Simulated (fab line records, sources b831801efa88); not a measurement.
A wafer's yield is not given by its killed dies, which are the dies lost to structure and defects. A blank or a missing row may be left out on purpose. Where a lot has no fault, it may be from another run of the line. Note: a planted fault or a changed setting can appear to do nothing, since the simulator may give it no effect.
fab line records + flow sfq_line
[record]
- lots = 14
- wafers = 42
- last_day = 85
route steps=325 shown M6@264 I6@268 M7@291 M8@321
lots that met no fault: taken from a fault-free run of the same line
start_h: hours from the record's first day to the start of the lot's first wafer shown + wait_h: hours from the lot's prior step to this one + " as in the row above + L1.1+2: a row that stands for several wafers + - no value, or no start given + * or withheld: withheld + < > ~ a bound
route shown NAME@n: NAME is a module with steps in the file, n the number in the route of the first one + usual: mean and standard deviation over wafers with no fault + same: alike in all rows + chamber/n: place in a boat + sites: each site's reading + _std_site: standard deviation across them + _edge_site: mean of outer sites minus mean of inner sites + radius_mm: for every site, how far away it sits from the centre of the wafer + mask NAME#n: copy n + behind: the most recent tool/chamber to have shaped the wafer + hold: why the lot went on hold/how many hours it stayed there/how the hold came to an end + device: whichever transistor did not switch (one of n, p or np) + end of line: the same wafers' tests at the end of the route + for a step that has no rows: nothing shown but its recipe + killed: not the wafer's yield, but the dies lost to structure and defects at the first sort + map: a wafer's dies, marking killed ones x, the rest . and places with no die _
set.NAME: setting as actually run; set.NAME@STEP: the setting as run at that earlier step + model.NAME: the simulator's own value behind a step, which no gauge read
steps of the route over a sample of lots; a table a step, a row a wafer
services: when a tool's chamber went out of use (start_h, in hours from the record's first day, below 0 if earlier), for how many hours, and the reason
[[steps]]
[step SFQ_TRILAYER_M6_STRIP_STRIP_163]
[recipe]
- gas = O2
- power_w = 200
- platen_temp_c = 40
- overash_fraction = 0.65
- chemistry = O2
- pressure_mtorr = 50
[usual]
- drypump_motor_current_A = 5.8/0.34
- oes_product_au = 0.997/0.0076
| lot.wafer | tool         | chamber | start_h | wait_h | drypump_motor_current_A | oes_product_au | rf_hours_counter_h |
|-----------|--------------|---------|---------|--------|-------------------------|----------------|--------------------|
| L241.1    | rie_metal-03 | 0       | 1570.89 | 0.1    | 5.2                     | 1.011          | 102                |
| L241.2    | "            | 1       | "       | "      | 6.0                     | 1.002          | 67                 |
| L241.6    | "            | 0       | "       | "      | 5.2                     | 1.009          | -                  |
| L242.2    | rie_metal-04 | 1       | 1574.62 | 0.1    | 5.5                     | 0.989          | 135                |
| L242.3    | "            | 0       | "       | "      | 5.8                     | 0.985          | -                  |
| L242.4    | "            | 1       | "       | "      | 5.5                     | 0.984          | -                  |
| L243.3    | rie_metal-01 | 0       | 1577.22 | 0.2    | 5.9                     | 0.991          | -                  |
| L243.5    | "            | 1       | "       | "      | 6.2                     | 0.998          | -                  |
| L243.6    | "            | 0       | "       | "      | 5.9                     | 0.994          | -                  |
| L245.2    | rie_metal-04 | 1       | 1620.89 | 0.1    | 5.5                     | 0.991          | 2                  |
| L245.4    | "            | 0       | "       | "      | 5.8                     | 0.992          | -                  |
| L245.6    | "            | 0       | "       | "      | 5.8                     | 0.989          | -                  |
| L246.4    | rie_metal-04 | 0       | 1623.49 | 0.2    | 5.8                     | 0.994          | -                  |
| L246.5    | "            | 0       | "       | "      | 5.8                     | 0.994          | -                  |
| L246.6    | "            | 1       | "       | "      | 5.5                     | 1.006          | -                  |
| L247.2    | rie_metal-03 | 0       | 1624.49 | 0.1    | 5.1                     | 1.019          | 110                |
| L247.3    | "            | 1       | "       | "      | 6.0                     | 0.995          | -                  |
| L247.6    | "            | 0       | "       | "      | 5.1                     | 1.006          | -                  |
| L255.2    | rie_metal-03 | 0       | 1660.64 | 0.1    | 5.1                     | 0.993          | 117                |
| L255.5    | "            | 0       | "       | "      | 5.2                     | 1.004          | -                  |
| L255.6    | "            | 1       | "       | "      | 6.0                     | 1.009          | -                  |
| L256.1    | rie_metal-01 | 0       | 1661.84 | 0.1    | 5.9                     | 0.980          | 54                 |
| L256.4    | "            | 1       | "       | "      | 6.2                     | 0.987          | -                  |
| L256.6    | "            | 1       | "       | "      | 6.2                     | 1.001          | -                  |
| L257.3    | rie_metal-03 | 0       | 1663.24 | 0.2    | 5.1                     | 0.999          | -                  |
| L257.4    | "            | 1       | "       | "      | 6.0                     | 1.012          | -                  |
| L257.6    | "            | 1       | "       | "      | 6.0                     | 0.999          | -                  |
| L258.2    | rie_metal-01 | 0       | 1664.24 | 0.1    | 5.9                     | 0.987          | 54                 |
| L258.4    | "            | 0       | "       | "      | 6.0                     | 0.986          | -                  |
| L258.5    | "            | 0       | "       | "      | 5.9                     | 1.000          | -                  |
| L259.4    | rie_metal-01 | 0       | 1666.84 | 0.2    | 6.0                     | 0.995          | -                  |
| L259.5    | "            | 1       | "       | "      | 6.2                     | 0.985          | -                  |
| L259.6    | "            | 0       | "       | "      | 5.9                     | 0.995          | -                  |
| L261.2    | rie_metal-03 | 1       | 1677.82 | 0.4    | 6.0                     | 1.002          | -                  |
| L261.3    | "            | 1       | "       | "      | 6.0                     | 0.999          | -                  |
| L261.6    | "            | 1       | "       | "      | 6.0                     | 1.009          | -                  |
| L263.4    | rie_metal-04 | 0       | 1738.96 | 0.2    | 5.8                     | 0.988          | -                  |
| L263.5    | "            | 1       | "       | "      | 5.5                     | 0.998          | -                  |
| L263.6    | "            | 0       | "       | "      | 5.8                     | 0.989          | -                  |
| L264.1    | rie_metal-03 | 0       | 1741.16 | 0.1    | 5.1                     | 1.005          | 122                |
| L264.5    | "            | 1       | "       | "      | 6.0                     | 1.006          | -                  |
| L264.6    | "            | 0       | "       | "      | 5.1                     | 1.001          | -                  |
[step SFQ_I6_BOW_MEAS_941]
[recipe]
- mode = bow
[usual]
- I6_BOW = 8/9.3
| lot.wafer | tool          | chamber | start_h | wait_h | I6_BOW[um] |
|-----------|---------------|---------|---------|--------|------------|
| L241.1    | film_metro-02 | -       | 1574.74 | 1.0    | 4          |
| L241.2    | "             | -       | "       | "      | 3          |
| L241.6    | "             | -       | "       | "      | 9          |
| L242.2    | film_metro-03 | -       | 1578.51 | 2.0    | 3          |
| L242.3    | "             | -       | "       | "      | -1         |
| L242.4    | "             | -       | "       | "      | -7         |
| L243.3    | film_metro-04 | -       | 1581.53 | 2.0    | -3         |
| L243.5    | "             | -       | "       | "      | -6         |
| L243.6    | "             | -       | "       | "      | -2         |
| L245.2    | film_metro-03 | -       | 1662.26 | 2.5    | 3          |
| L245.4    | "             | -       | "       | "      | 5          |
| L245.6    | "             | -       | "       | "      | -9         |
| L246.4    | film_metro-02 | -       | 1667.90 | 1.1    | 23         |
| L246.5    | "             | -       | "       | "      | 11         |
| L246.6    | "             | -       | "       | "      | 23         |
| L247.2    | film_metro-03 | -       | 1670.86 | 1.0    | 10         |
| L247.3    | "             | -       | "       | "      | 6          |
| L247.6    | "             | -       | "       | "      | 10         |
| L255.2    | film_metro-03 | -       | 1704.26 | 1.5    | 8          |
| L255.5    | "             | -       | "       | "      | 7          |
| L255.6    | "             | -       | "       | "      | 22         |
| L256.1    | film_metro-02 | -       | 1706.84 | 2.5    | 1          |
| L256.4    | "             | -       | "       | "      | 19         |
| L256.6    | "             | -       | "       | "      | 13         |
| L257.3    | film_metro-02 | -       | 1709.88 | 1.5    | 20         |
| L257.4    | "             | -       | "       | "      | 23         |
| L257.6    | "             | -       | "       | "      | 14         |
| L258.2    | film_metro-04 | -       | 1710.26 | 1.5    | 11         |
| L258.4    | "             | -       | "       | "      | 1          |
| L258.5    | "             | -       | "       | "      | -5         |
| L259.4    | film_metro-04 | -       | 1715.90 | 2.6    | 19         |
| L259.5    | "             | -       | "       | "      | 19         |
| L259.6    | "             | -       | "       | "      | 20         |
| L261.2    | film_metro-03 | -       | 1722.26 | 1.0    | -6         |
| L261.3    | "             | -       | "       | "      | 0          |
| L261.6    | "             | -       | "       | "      | -6         |
| L263.4    | film_metro-04 | -       | 1748.90 | 2.6    | 8          |
| L263.5    | "             | -       | "       | "      | -10        |
| L263.6    | "             | -       | "       | "      | -4         |
| L264.1    | film_metro-03 | -       | 1751.84 | 2.0    | 0          |
| L264.5    | "             | -       | "       | "      | -1         |
| L264.6    | "             | -       | "       | "      | 0          |
[step SFQ_M7_OVL_MEAS_945]
[usual]
- M7_OVL = 0/5.6
| lot.wafer | tool       | chamber | start_h | wait_h | M7_OVL[nm] |
|-----------|------------|---------|---------|--------|------------|
| L241.1    | overlay-02 | -       | 1749.46 | 0.1    | -7         |
| L241.2    | "          | -       | "       | "      | -6         |
| L241.6    | "          | -       | "       | "      | -5         |
| L242.2    | overlay-02 | -       | 1754.40 | 0.1    | -2         |
| L242.3    | "          | -       | "       | "      | -1         |
| L242.4    | "          | -       | "       | "      | 3          |
| L243.3    | overlay-02 | -       | 1760.53 | 0.1    | 2          |
| L243.5    | "          | -       | "       | "      | 1          |
| L243.6    | "          | -       | "       | "      | -1         |
| L245.2    | overlay-02 | -       | 1824.25 | 0.1    | -1         |
| L245.4    | "          | -       | "       | "      | 1          |
| L245.6    | "          | -       | "       | "      | 0          |
| L246.4    | overlay-01 | -       | 1825.46 | 0.1    | -3         |
| L246.5    | "          | -       | "       | "      | 1          |
| L246.6    | "          | -       | "       | "      | -1         |
| L247.2    | overlay-02 | -       | 1829.05 | 0.1    | 10         |
| L247.3    | "          | -       | "       | "      | -2         |
| L247.6    | "          | -       | "       | "      | 2          |
| L255.2    | overlay-01 | -       | 1899.83 | 0.1    | 2          |
| L255.5    | "          | -       | "       | "      | 1          |
| L255.6    | "          | -       | "       | "      | 7          |
| L256.1    | overlay-02 | -       | 1903.43 | 0.1    | 2          |
| L256.4    | "          | -       | "       | "      | -1         |
| L256.6    | "          | -       | "       | "      | 1          |
| L257.3    | overlay-02 | -       | 1905.84 | 0.1    | -5         |
| L257.4    | "          | -       | "       | "      | -10        |
| L257.6    | "          | -       | "       | "      | -6         |
| L258.2    | overlay-02 | -       | 1907.03 | 0.1    | 0          |
| L258.4    | "          | -       | "       | "      | -1         |
| L258.5    | "          | -       | "       | "      | -6         |
| L259.4    | overlay-02 | -       | 1914.37 | 0.1    | 3          |
| L259.5    | "          | -       | "       | "      | 4          |
| L259.6    | "          | -       | "       | "      | 4          |
| L261.2    | overlay-01 | -       | 1922.76 | 0.1    | -13        |
| L261.3    | "          | -       | "       | "      | -13        |
| L261.6    | "          | -       | "       | "      | -12        |
| L263.4    | overlay-01 | -       | 1958.21 | 0.1    | -1         |
| L263.5    | "          | -       | "       | "      | 1          |
| L263.6    | "          | -       | "       | "      | -5         |
| L264.1    | overlay-01 | -       | 1961.80 | 0.1    | -5         |
| L264.5    | "          | -       | "       | "      | -5         |
| L264.6    | "          | -       | "       | "      | -7         |
[step SFQ_TRILAYER_M8_DEP_EVAP_196]
[recipe]
- material = Au
- angular_spread_deg = 1
- target_thk_nm = 180
- time_s = 900
- power_w = 2000
| lot.wafer  | tool           | chamber | start_h | wait_h |
|------------|----------------|---------|---------|--------|
| L241.1+2+6 | pvd_sputter-02 | -       | 1889.28 | 0.1    |
| L242.2+3+4 | pvd_sputter-01 | -       | 1891.68 | 0.1    |
| L243.3+5+6 | pvd_sputter-02 | -       | 1892.88 | 0.1    |
| L245.2+4+6 | pvd_sputter-01 | -       | 1932.73 | 0.1    |
| L246.4+5+6 | pvd_sputter-01 | -       | 1935.23 | 0.1    |
| L247.2+3+6 | pvd_sputter-01 | -       | 1946.45 | 0.1    |
| L255.2+5+6 | pvd_sputter-01 | -       | 1989.86 | 0.1    |
| L256.1+4+6 | pvd_sputter-02 | -       | 2006.58 | 0.1    |
| L257.3+4+6 | pvd_sputter-01 | -       | 2010.22 | 0.1    |
| L258.2+4+5 | pvd_sputter-02 | -       | 2011.52 | 0.1    |
| L259.4+5+6 | pvd_sputter-01 | -       | 2016.22 | 0.1    |
| L261.2+3+6 | pvd_sputter-01 | -       | 2022.34 | 0.1    |
| L263.4+5+6 | pvd_sputter-01 | -       | 2041.58 | 0.1    |
| L264.1+5+6 | pvd_sputter-01 | -       | 2046.38 | 0.1    |
[step SFQ_M8_RS_MEAS_949]
[recipe]
- thk_meas_gauge = four-point-probe
- reads = Au_of_TRILAYER_M8_DEP_EVAP_196+Pt_of_TRILAYER_M8_DEP_EVAP_198+Ti_of_TRILAYER_M8_DEP_EVAP_197
[usual]
- M8_AU_RS = 0.1532/0.0023
| lot.wafer | tool          | chamber | start_h | wait_h | M8_AU_RS[ohm/sq] |
|-----------|---------------|---------|---------|--------|------------------|
| L241.1    | film_metro-04 | -       | 1889.80 | 0.3    | 0.1537           |
| L241.2    | "             | -       | "       | "      | 0.1576           |
| L241.6    | "             | -       | "       | "      | 0.1572           |
| L242.2    | film_metro-01 | -       | 1892.22 | 0.3    | 0.1534           |
| L242.3    | "             | -       | "       | "      | 0.1535           |
| L242.4    | "             | -       | "       | "      | 0.1565           |
| L243.3    | film_metro-01 | -       | 1893.44 | 0.3    | 0.1561           |
| L243.5    | "             | -       | "       | "      | 0.1580           |
| L243.6    | "             | -       | "       | "      | 0.1589           |
| L245.2    | film_metro-03 | -       | 1933.27 | 0.3    | 0.1510           |
| L245.4    | "             | -       | "       | "      | 0.1500           |
| L245.6    | "             | -       | "       | "      | 0.1505           |
| L246.4    | film_metro-01 | -       | 1935.81 | 0.3    | 0.1531           |
| L246.5    | "             | -       | "       | "      | 0.1548           |
| L246.6    | "             | -       | "       | "      | 0.1524           |
| L247.2    | film_metro-01 | -       | 1946.99 | 0.3    | 0.1534           |
| L247.3    | "             | -       | "       | "      | 0.1539           |
| L247.6    | "             | -       | "       | "      | 0.1531           |
| L255.2    | film_metro-04 | -       | 1990.39 | 0.3    | 0.1500           |
| L255.5    | "             | -       | "       | "      | 0.1509           |
| L255.6    | "             | -       | "       | "      | 0.1506           |
| L256.1    | film_metro-03 | -       | 2007.09 | 0.3    | 0.1540           |
| L256.4    | "             | -       | "       | "      | 0.1553           |
| L256.6    | "             | -       | "       | "      | 0.1203           |
| L257.3    | film_metro-01 | -       | 2010.77 | 0.3    | 0.1565           |
| L257.4    | "             | -       | "       | "      | 0.1537           |
| L257.6    | "             | -       | "       | "      | 0.1563           |
| L258.2    | film_metro-01 | -       | 2012.05 | 0.3    | 0.1525           |
| L258.4    | "             | -       | "       | "      | 0.1543           |
| L258.5    | "             | -       | "       | "      | 0.1204           |
| L259.4    | film_metro-04 | -       | 2016.79 | 0.3    | 0.1509           |
| L259.5    | "             | -       | "       | "      | 0.1515           |
| L259.6    | "             | -       | "       | "      | 0.1524           |
| L261.2    | film_metro-03 | -       | 2022.88 | 0.3    | 0.1532           |
| L261.3    | "             | -       | "       | "      | 0.1542           |
| L261.6    | "             | -       | "       | "      | 0.1516           |
| L263.4    | film_metro-04 | -       | 2042.15 | 0.3    | 0.1539           |
| L263.5    | "             | -       | "       | "      | 0.1534           |
| L263.6    | "             | -       | "       | "      | 0.1512           |
| L264.1    | film_metro-04 | -       | 2046.89 | 0.3    | 0.1540           |
| L264.5    | "             | -       | "       | "      | 0.1533           |
| L264.6    | "             | -       | "       | "      | 0.1522           |
[step SFQ_M8_THK_MEAS_950]
[recipe]
- thk_meas_gauge = xrf
- reads = Au_of_TRILAYER_M8_DEP_EVAP_196
[usual]
- M8_AU_THK = 181/3
| lot.wafer | tool          | chamber | start_h | wait_h | M8_AU_THK[nm] |
|-----------|---------------|---------|---------|--------|---------------|
| L241.1    | film_metro-04 | -       | 1889.92 | 0.1    | 180           |
| L241.2    | "             | -       | "       | "      | 175           |
| L241.6    | "             | -       | "       | "      | 175           |
| L242.2    | film_metro-01 | -       | 1892.33 | 0.1    | 180           |
| L242.3    | "             | -       | "       | "      | 181           |
| L242.4    | "             | -       | "       | "      | 177           |
| L243.3    | film_metro-01 | -       | 1893.54 | 0.1    | 177           |
| L243.5    | "             | -       | "       | "      | 175           |
| L243.6    | "             | -       | "       | "      | 173           |
| L245.2    | film_metro-03 | -       | 1933.38 | 0.1    | 184           |
| L245.4    | "             | -       | "       | "      | 187           |
| L245.6    | "             | -       | "       | "      | 186           |
| L246.4    | film_metro-01 | -       | 1935.90 | 0.1    | 182           |
| L246.5    | "             | -       | "       | "      | 181           |
| L246.6    | "             | -       | "       | "      | 182           |
| L247.2    | film_metro-01 | -       | 1947.10 | 0.1    | 181           |
| L247.3    | "             | -       | "       | "      | 180           |
| L247.6    | "             | -       | "       | "      | 180           |
| L255.2    | film_metro-04 | -       | 1990.50 | 0.1    | 184           |
| L255.5    | "             | -       | "       | "      | 182           |
| L255.6    | "             | -       | "       | "      | 183           |
| L256.1    | film_metro-03 | -       | 2007.21 | 0.1    | 183           |
| L256.4    | "             | -       | "       | "      | 180           |
| L256.6    | "             | -       | "       | "      | 232           |
| L257.3    | film_metro-01 | -       | 2010.87 | 0.1    | 176           |
| L257.4    | "             | -       | "       | "      | 180           |
| L257.6    | "             | -       | "       | "      | 178           |
| L258.2    | film_metro-01 | -       | 2012.16 | 0.1    | 182           |
| L258.4    | "             | -       | "       | "      | 177           |
| L258.5    | "             | -       | "       | "      | 230           |
| L259.4    | film_metro-04 | -       | 2016.88 | 0.1    | 183           |
| L259.5    | "             | -       | "       | "      | 183           |
| L259.6    | "             | -       | "       | "      | 182           |
| L261.2    | film_metro-03 | -       | 2022.99 | 0.1    | 182           |
| L261.3    | "             | -       | "       | "      | 180           |
| L261.6    | "             | -       | "       | "      | 183           |
| L263.4    | film_metro-04 | -       | 2042.24 | 0.1    | 180           |
| L263.5    | "             | -       | "       | "      | 181           |
| L263.6    | "             | -       | "       | "      | 184           |
| L264.1    | film_metro-04 | -       | 2047.01 | 0.1    | 181           |
| L264.5    | "             | -       | "       | "      | 182           |
| L264.6    | "             | -       | "       | "      | 183           |
[[services]]
| tool           | chamber | start_h | hours | kind                          |
|----------------|---------|---------|-------|-------------------------------|
| pvd_sputter-01 | -       | 1563.37 | 1.3   | repair                        |
| rie_metal-03   | 1       | 1646.11 | 3.0   | repair                        |
| pvd_sputter-01 | -       | 1669.90 | 1.2   | repair                        |
| rie_metal-03   | 0       | 1671.49 | 21.4  | repair                        |
| pvd_sputter-02 | -       | 1683.75 | 1.4   | repair                        |
| pvd_sputter-02 | -       | 1691.61 | 3.5   | repair                        |
| rie_metal-03   | 0       | 1703.34 | 18.9  | repair                        |
| pvd_sputter-01 | 2       | 1708.42 | -     | consumable_replace:kit        |
| pvd_sputter-01 | 2       | 1708.42 | 18.0  | scheduled_down                |
| pvd_sputter-01 | 2       | 1708.42 | 18.0  | vent_cycle                    |
| pvd_sputter-02 | -       | 1723.28 | 1.1   | repair                        |
| pvd_sputter-01 | -       | 1754.39 | 6.1   | repair                        |
| pvd_sputter-02 | -       | 1763.26 | 1.0   | repair                        |
| rie_metal-03   | 0       | 1799.75 | -     | clean                         |
| rie_metal-03   | 0       | 1799.75 | -     | consumable_replace:focus_ring |
| rie_metal-03   | 0       | 1799.75 | 14.4  | scheduled_down                |
| rie_metal-03   | 0       | 1799.75 | 14.4  | vent_cycle                    |
| pvd_sputter-02 | -       | 1864.22 | 6.4   | repair                        |
| pvd_sputter-01 | -       | 1875.71 | 1.5   | repair                        |
| rie_metal-01   | 0       | 1941.27 | 26.9  | repair                        |
| rie_metal-04   | -       | 1973.78 | 1.2   | repair                        |
| pvd_sputter-01 | -       | 2017.03 | 0.5   | repair                        |
| rie_metal-03   | 1       | 2037.25 | -     | clean                         |
| pvd_sputter-02 | -       | 2039.31 | 3.6   | repair                        |
[[key]]
[first_sign]
- step = SFQ_M8_RS_MEAS_949
- reading = M8_AU_RS
- direction = down
- sigmas = 14
- usual = 0.1532
- struck = 0.1203
[effect]
- step = SFQ_M8_THK_MEAS_950
- reading = M8_AU_THK
- direction = up
- sigmas = 16
- usual = 181
- struck = 231
met_at SFQ_TRILAYER_M8_DEP_EVAP_196
struck_lots L256,L258
struck_wafers L256.6,L258.5
not_acting_at SFQ_TRILAYER_M6_STRIP_STRIP_163,SFQ_I6_BOW_MEAS_941,SFQ_M7_OVL_MEAS_945
onset_between 1892.88 2006.58
[fault]
- kind = process_parameter_drift
- tool = pvd_sputter-02
- chamber = -
- onset_h = 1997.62
- steps = SFQ_TRILAYER_M8_DEP_EVAP_196
- channel = time_s
- offset = *
- shape = step
- end_h = 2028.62
- acts_in = *
- stated = *
- scope = struck_wafers_only
